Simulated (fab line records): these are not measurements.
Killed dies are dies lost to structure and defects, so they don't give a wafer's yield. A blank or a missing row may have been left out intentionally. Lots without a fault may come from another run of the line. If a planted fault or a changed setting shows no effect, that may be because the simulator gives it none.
Split-lot study || flow sky130 || on a route of 708 steps: 5 lots, 23 wafers read

== SPLIT DETAILS ==
At SKY_POLY_GATE_DEVELOP_12 (develop time 60 s), the setting develop-time-s was moved away from the recipe's 60 s on 10 of the 23 wafers read, by -14.8% to +11.3%. The other wafers ran this setting at the recipe's value.

No step appears in the file between the split and the reading.

== THE READING ==
At SKY_POLY_GATE_CD_MEAS_13: cd-nm in nanometres, against a target cd of 150 nm. Typical for fault-free wafers on this fab line: 150.1 nm, with standard deviation 1.2 nm.

{"wafer": "L077.1", "tool, chamber at the split": "litho-track-02, 0", "develop-time-s as run, s": 52, "against the recipe": "-13.3%", "cd-nm, nm": 152.4, "against lot-mates on the recipe": "+2.3"}
{"wafer": "L077.2", "tool, chamber at the split": "litho-track-02, 0", "develop-time-s as run, s": 60, "against the recipe": "recipe", "cd-nm, nm": 151.1, "against lot-mates on the recipe": "-"}
{"wafer": "L077.4", "tool, chamber at the split": "litho-track-02, 0", "develop-time-s as run, s": 52, "against the recipe": "-13.3%", "cd-nm, nm": 152.5, "against lot-mates on the recipe": "+2.4"}
{"wafer": "L077.5", "tool, chamber at the split": "litho-track-02, 0", "develop-time-s as run, s": 60, "against the recipe": "recipe", "cd-nm, nm": 148.7, "against lot-mates on the recipe": "-"}
{"wafer": "L077.6", "tool, chamber at the split": "litho-track-02, 0", "develop-time-s as run, s": 60, "against the recipe": "recipe", "cd-nm, nm": 150.5, "against lot-mates on the recipe": "-"}
{"wafer": "L078.1", "tool, chamber at the split": "litho-track-02, 0", "develop-time-s as run, s": 60, "against the recipe": "recipe", "cd-nm, nm": 150.8, "against lot-mates on the recipe": "-"}
{"wafer": "L078.2", "tool, chamber at the split": "litho-track-02, 0", "develop-time-s as run, s": 51.09, "against the recipe": "-14.8%", "cd-nm, nm": 153.1, "against lot-mates on the recipe": "+2.3"}
{"wafer": "L078.3", "tool, chamber at the split": "litho-track-02, 0", "develop-time-s as run, s": 51.09, "against the recipe": "-14.8%", "cd-nm, nm": 153.9, "against lot-mates on the recipe": "+3.2"}
{"wafer": "L078.4", "tool, chamber at the split": "litho-track-02, 0", "develop-time-s as run, s": 60, "against the recipe": "recipe", "cd-nm, nm": 150.7, "against lot-mates on the recipe": "-"}
{"wafer": "L078.5", "tool, chamber at the split": "litho-track-02, 0", "develop-time-s as run, s": 51.09, "against the recipe": "-14.8%", "cd-nm, nm": 152.0, "against lot-mates on the recipe": "+1.2"}
{"wafer": "L081.1", "tool, chamber at the split": "litho-track-03, 0", "develop-time-s as run, s": 60, "against the recipe": "recipe", "cd-nm, nm": 149.0, "against lot-mates on the recipe": "-"}
{"wafer": "L081.4", "tool, chamber at the split": "litho-track-03, 0", "develop-time-s as run, s": 60, "against the recipe": "recipe", "cd-nm, nm": 148.2, "against lot-mates on the recipe": "-"}
{"wafer": "L081.5", "tool, chamber at the split": "litho-track-03, 0", "develop-time-s as run, s": 60, "against the recipe": "recipe", "cd-nm, nm": 148.9, "against lot-mates on the recipe": "-"}
{"wafer": "L082.2", "tool, chamber at the split": "litho-track-03, 0", "develop-time-s as run, s": 53.84, "against the recipe": "-10.3%", "cd-nm, nm": 153.9, "against lot-mates on the recipe": "+2.0"}
{"wafer": "L082.3", "tool, chamber at the split": "litho-track-03, 0", "develop-time-s as run, s": 60, "against the recipe": "recipe", "cd-nm, nm": 151.8, "against lot-mates on the recipe": "-"}
{"wafer": "L082.4", "tool, chamber at the split": "litho-track-03, 0", "develop-time-s as run, s": 53.84, "against the recipe": "-10.3%", "cd-nm, nm": 153.2, "against lot-mates on the recipe": "+1.3"}
{"wafer": "L082.5", "tool, chamber at the split": "litho-track-03, 0", "develop-time-s as run, s": 53.84, "against the recipe": "-10.3%", "cd-nm, nm": 153.4, "against lot-mates on the recipe": "+1.5"}
{"wafer": "L082.6", "tool, chamber at the split": "litho-track-03, 0", "develop-time-s as run, s": 60, "against the recipe": "recipe", "cd-nm, nm": 152.0, "against lot-mates on the recipe": "-"}
{"wafer": "L085.1", "tool, chamber at the split": "litho-track-02, 0", "develop-time-s as run, s": 60, "against the recipe": "recipe", "cd-nm, nm": 150.3, "against lot-mates on the recipe": "-"}
{"wafer": "L085.2", "tool, chamber at the split": "litho-track-02, 0", "develop-time-s as run, s": 60, "against the recipe": "recipe", "cd-nm, nm": 149.9, "against lot-mates on the recipe": "-"}
{"wafer": "L085.3", "tool, chamber at the split": "litho-track-02, 0", "develop-time-s as run, s": 60, "against the recipe": "recipe", "cd-nm, nm": 149.1, "against lot-mates on the recipe": "-"}
{"wafer": "L085.4", "tool, chamber at the split": "litho-track-02, 0", "develop-time-s as run, s": 66.77, "against the recipe": "+11.3%", "cd-nm, nm": 148.0, "against lot-mates on the recipe": -1.8}
{"wafer": "L085.5", "tool, chamber at the split": "litho-track-02, 0", "develop-time-s as run, s": 66.77, "against the recipe": "+11.3%", "cd-nm, nm": 147.8, "against lot-mates on the recipe": -2.0}

THE FIT
A straight line over all 23 wafers: cd-nm changes by -0.214 nm for each +1% of develop-time-s; r = -0.84; the points scatter about the line by 1.1 nm.
The same after taking each lot's own level away (the mean of its wafers on the recipe; 23 wafers): -0.161 nm for each +1%; r = -0.92; scatter 0.56 nm.
The reading moves by 2.4 nm for the largest change in develop-time-s, on that fit.
The span of the lots' own levels, 148.70 to 151.90 nm, comes to 2.7 times the standard deviation stated above.
Hence the slope depends on the lot-to-lot level, as the two fits are not the same.
Check: with one of the wafers moved furthest among these (-14.8%) left out of the fit, the line predicts +2.38 nm for it against its lot-mates. It came out at +2.35 nm against them.

== FURTHER SPLITS ON THESE WAFERS ==
Note: prior to the reading, these wafers also went through further splits. Each is held against what the fit with the lots' levels taken away leaves over:
{"other split on the same wafers": "SKY_SONOS_ONO_COAT_08 spin-rpm", "wafers away from the commonest value": 7, "r with cd-nm (lot level and that fit taken away)": -0.08}
{"other split on the same wafers": "SKY_SONOS_ONO_SOFTBAKE_09 time-s", "wafers away from the commonest value": 4, "r with cd-nm (lot level and that fit taken away)": "+0.11"}
{"other split on the same wafers": "SKY_GATE_OXIDE_IMPLANT_11 energy-kev", "wafers away from the commonest value": 7, "r with cd-nm (lot level and that fit taken away)": -0.24}
{"other split on the same wafers": "SKY_POLY_GATE_CVD_00 pressure-mtorr", "wafers away from the commonest value": 15, "r with cd-nm (lot level and that fit taken away)": "+0.04"}
{"other split on the same wafers": "SKY_POLY_GATE_IMPLANT_02 dose-cm2", "wafers away from the commonest value": 10, "r with cd-nm (lot level and that fit taken away)": "+0.17"}

== THE FILE'S OWN FIT ==
cd-nm changes by -0.163 nm for each +1% of develop-time-s, r = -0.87.
